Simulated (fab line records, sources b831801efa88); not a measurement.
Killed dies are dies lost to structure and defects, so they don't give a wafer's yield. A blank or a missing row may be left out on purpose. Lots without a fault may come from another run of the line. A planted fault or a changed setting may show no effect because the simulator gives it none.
Which tool did it? | flow sky130 | 11 lots, 33 wafers sampled, at 4 steps of a route of 708

WHAT THE GAUGES READ, wafer by wafer
SKY_CONTACT_CD_MEAS_14: target cd 170 nm. Usual: cd_nm 169.8 nm, standard deviation 1.3.
lot  | measured     | on        | cd_nm (nm)        | flag
L600 | day 32 02:44 | cd_sem-02 | 172.1 169.5 168.7 |
L601 | day 32 00:47 | cd_sem-02 | 169.2 168.7 168.6 |
L604 | day 32 20:07 | cd_sem-02 | 171.1 170.7 169.5 |
L607 | day 34 12:46 | cd_sem-02 | 170.0 170.0 171.2 |
L608 | day 36 00:15 | cd_sem-02 | 170.6 169.8 171.2 |
L609 | day 35 21:34 | cd_sem-01 | 169.0 169.1 169.6 |
L615 | day 37 13:50 | cd_sem-01 | 169.6 169.9 169.0 |
L617 | day 37 22:15 | cd_sem-02 | 169.6 169.6 171.1 |
L618 | day 37 19:47 | cd_sem-02 | 168.8 170.8 169.5 |
L619 | day 38 09:33 | cd_sem-01 | 169.4 171.0 169.6 |
L620 | day 38 05:35 | cd_sem-01 | 169.4 169.6 169.9 |

WHICH TOOL RAN EACH LOT (tool, then ch and the chambers of the sampled wafers, then the start)
lot  | SKY_VT_ADJUST_HVTP_STRIP_10          | SKY_VT_ADJUST_LVTN_COAT_13        | SKY_VT_ADJUST_LVTN_STRIP_20
L600 | plasma_asher-01 ch 0,1, day 5 22:14  | litho_track-02 ch 0, day 7 01:01  | plasma_asher-02 ch 0,1, day 7 11:01
L601 | plasma_asher-03 ch 0,1, day 6 07:08  | litho_track-01 ch 0, day 7 11:17  | plasma_asher-02 ch 0, day 7 22:13
L604 | plasma_asher-02 ch 0, day 7 05:38    | litho_track-01 ch 0, day 8 11:59  | plasma_asher-01 ch 0,1, day 8 23:07
L607 | plasma_asher-02 ch 0,1, day 8 08:39  | litho_track-02 ch 0, day 9 17:19  | plasma_asher-01 ch 0,1, day 10 04:40
L608 | plasma_asher-02 ch 0,1, day 9 05:57  | litho_track-02 ch 0, day 10 12:11 | plasma_asher-01 ch 0,1, day 11 00:19
L609 | plasma_asher-02 ch 0,1, day 9 06:49  | litho_track-03 ch 0, day 10 15:37 | plasma_asher-01 ch 0,1, day 11 03:52
L615 | plasma_asher-03 ch 0,1, day 10 19:25 | litho_track-03 ch 0, day 12 06:34 | plasma_asher-02 ch 0,1, day 12 19:34
L617 | plasma_asher-01 ch 0,1, day 11 05:50 | litho_track-02 ch 0, day 12 17:32 | plasma_asher-04 ch 0,1, day 13 06:49
L618 | plasma_asher-02 ch 0,1, day 11 06:19 | litho_track-03 ch 0, day 12 17:38 | plasma_asher-02 ch 0,1, day 13 06:49
L619 | plasma_asher-01 ch 0,1, day 11 09:53 | litho_track-02 ch 0, day 12 22:43 | plasma_asher-04 ch 0,1, day 13 11:36
L620 | plasma_asher-03 ch 1, day 11 10:23   | litho_track-01 ch 0, day 13 00:04 | plasma_asher-01 ch 0,1, day 13 13:13
- SKY_VT_ADJUST_HVTP_STRIP_10: strips in O2/N2.
- SKY_VT_ADJUST_LVTN_COAT_13: resist thk 1140 nm.
- SKY_VT_ADJUST_LVTN_STRIP_20: strips in O2/N2.

WHAT THE TOOLS THEMSELVES READ (means of the sampled wafers that have a number; where no wafer has one, the mark that the record gives instead)
SKY_VT_ADJUST_HVTP_STRIP_10. Usual: drypump_motor_current_A 5.6 A, standard deviation 0.48; n2_flow_sccm 300.0 sccm, standard deviation 0.88; oes_product_au 0.717 a.u., standard deviation 0.0046; strip_time_to_endpoint_s 14.275 s, standard deviation 0.029.
lot  | tool            | drypump_motor_current_A (A) | n2_flow_sccm (sccm) | oes_product_au (a.u.) | strip_time_to_endpoint_s (s) | flag
L600 | plasma_asher-01 | 5.4                         | 300.9               | 0.718                 | 14.277                       |
L601 | plasma_asher-03 | 5.5                         | 301.4               | 0.717                 | 14.258                       |
L604 | plasma_asher-02 | 6.1                         | 300.4               | 0.715                 | 14.284                       |
L607 | plasma_asher-02 | 5.8                         | 300.2               | 0.714                 | 14.276                       |
L608 | plasma_asher-02 | 5.8                         | 299.7               | 0.716                 | 14.276                       |
L609 | plasma_asher-02 | 5.8                         | 299.9               | 0.714                 | 14.291                       |
L615 | plasma_asher-03 | 5.6                         | 300.5               | 0.718                 | 14.275                       |
L617 | plasma_asher-01 | 5.4                         | 300.0               | 0.717                 | 14.232                       |
L618 | plasma_asher-02 | 5.5                         | 300.4               | 0.714                 | 14.286                       |
L619 | plasma_asher-01 | 5.4                         | 301.0               | 0.718                 | 14.283                       |
L620 | plasma_asher-03 | 6.2                         | 300.7               | 0.717                 | 14.264                       |

SKY_VT_ADJUST_LVTN_COAT_13. Usual: resist_line_temp_C 22.99 C, standard deviation 0.12; spin_speed_rpm 3000.3 rpm, standard deviation 1.9.
lot  | tool           | resist_line_temp_C (C) | spin_speed_rpm (rpm) | flag
L600 | litho_track-02 | 23.04                  | 3000.3               |
L601 | litho_track-01 | 22.95                  | 2997.3               |
L604 | litho_track-01 | 23.03                  | 3001.7               |
L607 | litho_track-02 | 23.06                  | 3001.5               |
L608 | litho_track-02 | 23.05                  | 3001.9               |
L609 | litho_track-03 | 22.87                  | 3000.0               |
L615 | litho_track-03 | 23.04                  | 3000.1               |
L617 | litho_track-02 | 23.03                  | 3124.1               | OFF
L618 | litho_track-03 | 23.10                  | 3000.7               |
L619 | litho_track-02 | 22.89                  | 3128.2               | OFF
L620 | litho_track-01 | 22.98                  | 2999.8               |

SKY_VT_ADJUST_LVTN_STRIP_20. Usual: drypump_motor_current_A 5.5 A, standard deviation 0.41; n2_flow_sccm 300.0 sccm, standard deviation 0.82; oes_product_au 0.716 a.u., standard deviation 0.0046; strip_time_to_endpoint_s 14.18 s, standard deviation 0.041.
lot  | tool            | drypump_motor_current_A (A) | n2_flow_sccm (sccm) | oes_product_au (a.u.) | strip_time_to_endpoint_s (s) | flag
L600 | plasma_asher-02 | 5.8                         | 300.2               | 0.720                 | 14.15                        |
L601 | plasma_asher-02 | 6.1                         | 300.7               | 0.712                 | 14.26                        |
L604 | plasma_asher-01 | 5.2                         | 300.3               | 0.720                 | 14.19                        |
L607 | plasma_asher-01 | 5.5                         | 299.2               | 0.714                 | 14.10                        |
L608 | plasma_asher-01 | 5.2                         | 299.8               | 0.715                 | 14.16                        |
L609 | plasma_asher-01 | 5.5                         | 300.0               | 0.716                 | 14.20                        |
L615 | plasma_asher-02 | 5.8                         | 299.7               | 0.716                 | 14.19                        |
L617 | plasma_asher-04 | 5.4                         | 300.0               | 0.717                 | 13.89                        | OFF
L618 | plasma_asher-02 | 5.5                         | 300.4               | 0.720                 | 14.13                        |
L619 | plasma_asher-04 | 5.4                         | 300.7               | 0.718                 | 13.88                        | OFF
L620 | plasma_asher-01 | 5.4                         | 301.1               | 0.710                 | 14.19                        |

THE ANSWER, worked out from the rows above alone
Rule: a lot is off if the mean of its wafers that have a number lies more than 3 standard deviations from the usual mean. A lot without any number at a reading at which 4 lots or more have one is off too. The other lots that the step has rows for count as sound. The gauges are gone through in route order, then the tools' own readings, and for those a lot's mean is taken as printed above. The first step at which some lot is off is used, and at that step the reading that is off furthest; a lot without a number counts as furthest.
Off: L617, L619, at SKY_VT_ADJUST_LVTN_COAT_13 (spin_speed_rpm).
A tool fits if, at that step or a process step before it, it ran every lot that is off, and no sound lot after the first of them. Can't be told from this: 2 tools fit, plasma_asher-01 at SKY_VT_ADJUST_HVTP_STRIP_10, litho_track-02 at SKY_VT_ADJUST_LVTN_COAT_13.

WHAT THE SIMULATOR HAD PUT IN
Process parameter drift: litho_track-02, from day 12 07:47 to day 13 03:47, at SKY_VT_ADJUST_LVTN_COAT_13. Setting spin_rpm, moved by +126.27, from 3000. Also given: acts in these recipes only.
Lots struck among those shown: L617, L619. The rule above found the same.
